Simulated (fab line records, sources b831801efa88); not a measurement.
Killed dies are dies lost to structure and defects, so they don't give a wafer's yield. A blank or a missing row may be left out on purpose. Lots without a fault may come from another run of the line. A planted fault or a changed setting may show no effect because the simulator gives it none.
fab line records | flow gf180mcu
record lots=11 wafers=33 last_day=34
route steps=602 shown LVPWELL@61 POLY_GATE@157
lots that met no fault: from a run of the same line without faults
start_h: hours from the record's first day to the start of the lot's first wafer shown | wait_h: hours since the lot's step before | " the same as in the row above | L1.1+2: a row that stands for several wafers | - no value, or no start given | * or withheld: withheld | < > ~ a bound
route shown NAME@n: a module of which the file shows steps, and the number in the route of the first | usual: mean/standard deviation of fault-free wafers | same: alike in all rows | chamber/n: place in a boat | sites: the reading at each site | _std_site: their standard deviation | _edge_site: outer sites' mean less inner sites' | radius_mm: how far each site lies from the wafer's centre | mask NAME#n: copy n | behind: the tool/chamber that last shaped the wafer | hold: why the lot was held/for how many hours/how that ended | device: the transistor (n, p or np) that didn't switch | end of line: the same wafers' tests at the end of the route | a step without rows: its recipe alone | killed: dies lost to structure and defects at the first sort, not the wafer's yield | map: a wafer's dies, x killed, . not, _ none there
set.NAME: the setting as run; set.NAME@STEP: as run at that earlier step | model.NAME: the simulator's own value behind a step, which no gauge read
steps of the route over a sample of lots; a table a step, a row a wafer
services: from which hour (start_h, from the record's first day; less than 0 if before it) a tool's chamber was out of use, for how many hours, and why
## steps
# step GF_LVPWELL_OVL_MEAS_07
# usual LVPWELL_OVL=-0.8/1.4
# columns lot.wafer tool chamber start_h wait_h LVPWELL_OVL[nm]
L371.1 overlay-01 - 77.21 - -0.1
L371.2 " - " " -2.7
L371.6 " - " " -1.7
L372.2 overlay-02 - 84.57 - -1.6
L372.3 " - " " -2.5
L372.6 " - " " -1.8
L373.1 overlay-02 - 84.81 - 0.0
L373.5 " - " " -0.4
L373.6 " - " " -0.3
L375.3 overlay-01 - 100.87 - 1.5
L375.5 " - " " 0.2
L375.6 " - " " 0.7
L377.1 overlay-01 - 109.76 - -0.5
L377.3 " - " " 0.4
L377.6 " - " " 0.0
L379.4 overlay-02 - 119.78 - -4.3
L379.5 " - " " -0.7
L379.6 " - " " -4.0
L389.2 overlay-01 - 174.76 - 1.2
L389.4 " - " " 0.1
L389.6 " - " " 0.2
L390.2 overlay-02 - 179.96 - -0.9
L390.3 " - " " -0.6
L390.4 " - " " 0.7
L391.1 overlay-01 - 183.91 - -1.2
L391.3 " - " " -1.4
L391.4 " - " " 1.5
L392.1 overlay-02 - 190.31 - -3.0
L392.2 " - " " 0.0
L392.6 " - " " -2.1
L393.2 overlay-01 - 202.81 - -0.5
L393.4 " - " " 0.1
L393.5 " - " " 2.3
# step GF_LVPWELL_STRIP_10
# recipe chemistry=O2/N2 power_w=1400 pressure_mtorr=1500 platen_temp_c=250 o2_flow_sccm=3000 n2_flow_sccm=300 overash_fraction=0.5
# usual drypump_motor_current_A=5.9/0.37 heater_power_w=343/37 oes_product_au=0.723/0.0044 strip_time_to_endpoint_s=36.92/0.1
# columns lot.wafer tool chamber start_h wait_h drypump_motor_current_A heater_power_w oes_product_au rf_hours_counter_h strip_time_to_endpoint_s
L371.1 plasma_asher-03 0 77.55 0.1 5.8 328 0.721 32 36.90
L371.2 " 1 " " 6.4 329 0.733 32 36.90
L371.6 " 1 " " 6.4 332 0.729 - 36.89
L372.2 plasma_asher-01 1 84.90 0.1 6.0 288 0.726 46 36.77
L372.3 " 0 " " 5.4 375 0.724 - 36.84
L372.6 " 0 " " 5.4 379 0.724 - 36.67
L373.1 plasma_asher-04 0 85.15 0.1 5.5 316 0.722 43 36.93
L373.5 " 0 " " 5.5 305 0.726 - 36.86
L373.6 " 1 " " 6.3 394 0.721 - 36.90
L375.3 plasma_asher-03 1 101.23 0.1 6.4 323 0.724 - 36.89
L375.5 " 1 " " 6.4 324 0.726 - 36.95
L375.6 " 0 " " 5.8 330 0.731 - 36.98
L377.1 plasma_asher-04 1 110.10 0.1 6.2 400 0.726 45 37.00
L377.3 " 1 " " 6.2 390 0.725 - 36.99
L377.6 " 1 " " 6.3 392 0.711 - 36.93
L379.4 plasma_asher-04 0 120.13 0.1 5.5 315 0.717 - 36.81
L379.5 " 1 " " 6.2 384 0.722 - 36.87
L379.6 " 0 " " 5.5 315 0.727 - 36.79
L389.2 plasma_asher-04 1 175.09 0.1 6.3 395 0.729 53 36.74
L389.4 " 1 " " 6.3 381 0.717 - 36.73
L389.6 " 1 " " 6.3 383 0.728 - 36.82
L390.2 plasma_asher-04 1 180.29 0.1 6.3 398 0.724 53 36.99
L390.3 " 0 " " 5.5 309 0.723 - 36.86
L390.4 " 1 " " 6.3 380 0.722 - 36.98
L391.1 plasma_asher-04 1 184.25 0.1 6.3 383 0.720 54 37.06
L391.3 " 0 " " 5.5 309 0.719 - 36.94
L391.4 " 1 " " 6.3 393 0.724 - 37.00
L392.1 plasma_asher-01 0 190.64 0.1 5.4 368 0.727 7 37.07
L392.2 " 1 " " 6.0 301 0.726 7 37.08
L392.6 " 0 " " 5.4 373 0.729 - 37.22
L393.2 plasma_asher-01 0 203.14 0.1 5.4 375 0.724 8 36.96
L393.4 " 1 " " 6.0 302 0.724 - 37.04
L393.5 " 1 " " 6.0 304 0.723 - 36.99
# step GF_POLY_GATE_CVD_00
# recipe material=poly-Si target_thk_nm=200 temp_c=620 time_s=1200 pressure_mtorr=200
# usual spike_tc_bottom_C=637.0/1.7 spike_tc_centre_C=620.7/1.4 spike_tc_lower_C=619.7/1.4 spike_tc_top_C=638.6/1.6 spike_tc_upper_C=619.2/1.4 susceptor_temp_C=620.00/0.29
# columns lot.wafer tool chamber start_h wait_h spike_tc_bottom_C spike_tc_centre_C spike_tc_lower_C spike_tc_top_C spike_tc_upper_C susceptor_temp_C
L371.1 lpcvd-02 0 185.21 0.0 634.8 619.9 620.1 638.3 619.7 619.29
L371.2 " 0 " " 635.0 619.7 620.2 636.6 621.1 619.79
L371.6 " 0 " " 633.8 619.9 621.0 638.9 621.7 619.86
L372.2 lpcvd-01 0 193.38 0.0 638.7 619.5 619.4 638.3 617.7 619.87
L372.3 " 0 " " 636.8 619.6 620.3 639.1 620.2 620.32
L372.6 " 0 " " 638.9 620.5 616.5 638.1 620.1 619.74
L373.1 lpcvd-02 0 196.01 0.0 634.1 620.1 620.5 639.2 621.9 620.21
L373.5 " 0 " " 635.0 619.2 619.8 637.9 620.3 620.09
L373.6 " 0 " " 634.3 619.2 621.2 637.4 620.8 620.52
L375.3 lpcvd-01 1 217.15 0.0 637.3 622.9 619.4 637.8 618.1 620.29
L375.5 " 1 " " 638.1 623.5 620.7 636.4 619.4 620.26
L375.6 " 1 " " 639.6 620.9 620.9 637.0 619.5 620.52
L377.1 lpcvd-01 0 226.18 0.0 629.8 611.9 607.8 627.8 610.7 611.75
L377.3 " 0 " " 628.8 611.5 609.5 630.8 609.3 611.40
L377.6 " 0 " " 629.6 611.0 610.8 630.9 610.7 611.57
L379.4 lpcvd-01 1 240.54 0.0 630.0 615.2 609.8 628.9 610.2 611.39
L379.5 " 1 " " 630.8 613.9 610.9 629.3 612.1 611.29
L379.6 " 1 " " 629.0 613.6 610.9 629.6 611.1 611.08
L389.2 lpcvd-01 0 304.51 0.0 637.1 621.0 619.6 638.1 618.6 619.84
L389.4 " 0 " " 638.7 620.3 617.3 640.0 619.1 619.88
L389.6 " 0 " " 638.6 620.9 618.2 638.9 617.1 620.24
L390.2 lpcvd-01 0 309.53 0.0 639.5 619.8 618.3 639.2 617.6 620.17
L390.3 " 0 " " 637.4 621.7 617.6 638.6 618.3 620.22
L390.4 " 0 " " 638.6 619.9 617.4 639.4 618.6 619.65
L391.1 lpcvd-01 0 318.07 0.0 638.3 618.9 620.8 640.3 617.7 619.92
L391.3 " 0 " " 638.0 620.6 618.4 637.2 619.4 620.30
L391.4 " 0 " " 637.0 619.2 618.6 637.7 618.3 620.18
L392.1 lpcvd-01 0 325.66 0.0 637.0 620.4 620.3 638.8 618.1 620.30
L392.2 " 0 " " 638.1 621.3 620.8 638.8 619.0 619.51
L392.6 " 0 " " 639.5 622.7 618.3 636.8 616.9 620.04
L393.2 lpcvd-01 1 341.48 0.0 638.7 622.6 620.6 635.6 620.1 619.80
L393.4 " 1 " " 636.2 623.5 619.2 635.9 621.4 620.55
L393.5 " 1 " " 640.0 624.3 619.3 637.2 619.2 620.13
# step GF_POLY_GATE_THK_MEAS_01
# recipe reads=poly-Si_of_POLY_GATE_CVD_00
# usual POLY_GATE_CVD_00_THK=200.2/2
# columns lot.wafer tool chamber start_h wait_h POLY_GATE_CVD_00_THK[nm]
L371.1 film_metro-01 - 186.54 0.0 196.5
L371.2 " - " " 196.8
L371.6 " - " " 198.4
L372.2 film_metro-01 - 194.73 0.0 203.2
L372.3 " - " " 202.7
L372.6 " - " " 202.2
L373.1 film_metro-03 - 197.35 0.0 199.7
L373.5 " - " " 199.6
L373.6 " - " " 199.0
L375.3 film_metro-03 - 218.50 0.0 195.8
L375.5 " - " " 196.8
L375.6 " - " " 197.1
L377.1 film_metro-02 - 227.51 0.0 160.3
L377.3 " - " " 161.5
L377.6 " - " " 161.1
L379.4 film_metro-02 - 241.90 0.0 165.6
L379.5 " - " " 165.7
L379.6 " - " " 165.8
L389.2 film_metro-02 - 305.86 0.0 199.6
L389.4 " - " " 199.0
L389.6 " - " " 198.3
L390.2 film_metro-03 - 310.88 0.0 200.5
L390.3 " - " " 200.3
L390.4 " - " " 201.1
L391.1 film_metro-02 - 319.41 0.0 201.9
L391.3 " - " " 203.2
L391.4 " - " " 202.7
L392.1 film_metro-03 - 326.99 0.0 200.0
L392.2 " - " " 201.7
L392.6 " - " " 200.8
L393.2 film_metro-02 - 342.82 0.0 201.0
L393.4 " - " " 199.1
L393.5 " - " " 202.4
# step GF_POLY_GATE_CD_MEAS_10
# recipe target_cd_nm=280
# usual cd_nm=279.9/1.2
# columns lot.wafer tool chamber start_h wait_h cd_nm
L371.1 cd_sem-02 - 203.06 0.1 281.2
L371.2 " - " " 280.9
L371.6 " - " " 280.5
L372.2 cd_sem-01 - 211.08 0.1 279.8
L372.3 " - " " 281.2
L372.6 " - " " 281.2
L373.1 cd_sem-01 - 214.41 0.1 279.3
L373.5 " - " " 278.5
L373.6 " - " " 278.2
L375.3 cd_sem-01 - 235.65 0.1 279.2
L375.5 " - " " 279.8
L375.6 " - " " 280.3
L377.1 cd_sem-02 - 245.41 0.1 279.4
L377.3 " - " " 277.7
L377.6 " - " " 278.1
L379.4 cd_sem-02 - 260.12 0.1 278.8
L379.5 " - " " 279.0
L379.6 " - " " 278.7
L389.2 cd_sem-02 - 326.63 0.1 282.4
L389.4 " - " " 281.9
L389.6 " - " " 283.3
L390.2 cd_sem-02 - 331.78 0.1 280.4
L390.3 " - " " 279.4
L390.4 " - " " 280.0
L391.1 cd_sem-01 - 340.96 0.1 282.9
L391.3 " - " " 281.9
L391.4 " - " " 282.8
L392.1 cd_sem-02 - 349.01 0.1 279.5
L392.2 " - " " 279.6
L392.6 " - " " 280.6
L393.2 cd_sem-02 - 363.88 0.1 280.1
L393.4 " - " " 281.1
L393.5 " - " " 279.4
# step GF_POLY_GATE_ETCH_13
# recipe target=poly-Si target_depth_nm=198.5 stop_on=SiO2 over_etch_frac=0.403 chemistry=HBr/Cl2 icp_w=400 bias_w=100 pressure_mtorr=10 HBr_flow_sccm=150 Cl2_flow_sccm=50 time_s=72.55
# usual drypump_motor_current_A=5.9/0.43 oes_product_au=0.984/0.007 throttle_valve_pct=33.686/0.0099
# columns lot.wafer tool chamber start_h wait_h drypump_motor_current_A oes_product_au rf_hours_counter_h throttle_valve_pct
L371.1 rie_si-02 2 203.26 - 6.2 0.970 69 33.681
L371.2 " 3 " " 6.2 0.982 16 33.669
L371.6 " 3 " " 6.2 0.977 - 33.692
L372.2 rie_si-01 0 211.26 - 5.3 0.984 29 33.676
L372.3 " 2 " " 5.9 0.984 16 33.677
L372.6 " 2 " " 5.9 0.994 - 33.702
L373.1 rie_si-02 3 214.61 - 6.2 0.983 16 33.676
L373.5 " 0 " " 5.9 0.984 - 33.679
L373.6 " 3 " " 6.2 0.976 - 33.699
L375.3 rie_si-02 3 235.81 - 6.2 0.973 16 33.686
L375.5 " 0 " " 5.9 0.983 - 33.683
L375.6 " 3 " " 6.1 0.979 - 33.680
L377.1 rie_si-02 1 245.61 - 6.1 0.845 28 33.673
L377.3 " 2 " " 6.2 0.852 69 33.694
L377.6 " 1 " " 6.1 0.856 - 33.698
L379.4 rie_si-01 0 260.26 - 5.3 0.869 30 33.696
L379.5 " 2 " " 5.9 0.868 - 33.689
L379.6 " 3 " " 6.4 0.870 - 33.689
L389.2 rie_si-02 1 326.81 - 6.1 0.986 29 33.690
L389.4 " 1 " " 6.1 0.985 - 33.675
L389.6 " 2 " " 6.2 0.980 - 33.685
L390.2 rie_si-02 3 331.96 - 6.2 0.984 17 33.682
L390.3 " 2 " " 6.2 0.988 70 33.679
L390.4 " 3 " " 6.2 0.997 - 33.701
L391.1 rie_si-01 3 341.16 - 6.4 0.983 0 33.698
L391.3 " 1 " " 5.0 0.982 1 33.682
L391.4 " 0 " " 5.2 0.983 31 33.689
L392.1 rie_si-01 1 349.21 - 5.0 0.983 1 33.695
L392.2 " 2 " " 5.9 0.977 17 33.678
L392.6 " 3 " " 6.4 0.975 - 33.681
L393.2 rie_si-01 2 364.06 - 5.9 0.982 17 33.693
L393.4 " 0 " " 5.3 0.985 31 33.703
L393.5 " 0 " " 5.2 0.990 - 33.702
## services
# columns tool chamber start_h hours kind
lpcvd-01 - 88.84 9.2 repair
rie_si-01 1 89.37 1.9 repair
plasma_asher-01 - 89.98 2.2 repair
plasma_asher-01 - 108.75 9.0 pm
plasma_asher-01 0 108.75 9.0 vent_cycle
plasma_asher-01 1 108.75 9.0 vent_cycle
plasma_asher-01 0 117.75 - clean
plasma_asher-01 1 117.75 - clean
plasma_asher-03 - 139.48 1.9 repair
lpcvd-01 - 152.91 0.5 repair
plasma_asher-01 - 169.83 2.8 pm
rie_si-01 1 195.11 5.4 repair
lpcvd-01 - 199.58 0.5 repair
rie_si-02 1 235.04 1.4 repair
rie_si-01 2 238.30 2.1 repair
rie_si-01 1 266.10 - clean
rie_si-01 1 266.10 16.8 scheduled_down
rie_si-01 1 266.10 16.8 vent_cycle
rie_si-01 3 304.05 - clean
rie_si-01 3 304.05 19.3 scheduled_down
rie_si-01 3 304.05 19.3 vent_cycle
rie_si-02 0 317.38 - clean
rie_si-02 0 317.38 18.1 scheduled_down
rie_si-02 0 317.38 18.1 vent_cycle
## key
first_sign step=GF_POLY_GATE_CVD_00 reading=susceptor_temp_C direction=down sigmas=30 usual=* struck=*
effect step=GF_POLY_GATE_CVD_00 reading=spike_tc_lower_C direction=down sigmas=7 usual=619.7 struck=609.9
effect step=GF_POLY_GATE_THK_MEAS_01 reading=POLY_GATE_CVD_00_THK direction=down sigmas=19 usual=200.2 struck=163.3
effect step=GF_POLY_GATE_ETCH_13 reading=oes_product_au direction=down sigmas=18 usual=0.984 struck=0.860
met_at GF_POLY_GATE_CVD_00
struck_lots L377,L379
tester_left_out L377,L379
not_acting_at GF_LVPWELL_OVL_MEAS_07,GF_LVPWELL_STRIP_10,GF_POLY_GATE_CD_MEAS_10
onset_between 217.15 226.18
fault kind=process_parameter_drift tool=lpcvd-01 chamber=- onset_h=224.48 steps=GF_POLY_GATE_CVD_00 channel=temp_c offset=* shape=step end_h=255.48 acts_in=* stated=*
# tester_left_out: of these lots the tester's yield and bins aren't shown, on N5 and GAA mostly nor the transistor test; their killed dies are dies lost to structure and defects alone, not to doping, threshold or leakage, so they don't give the yield
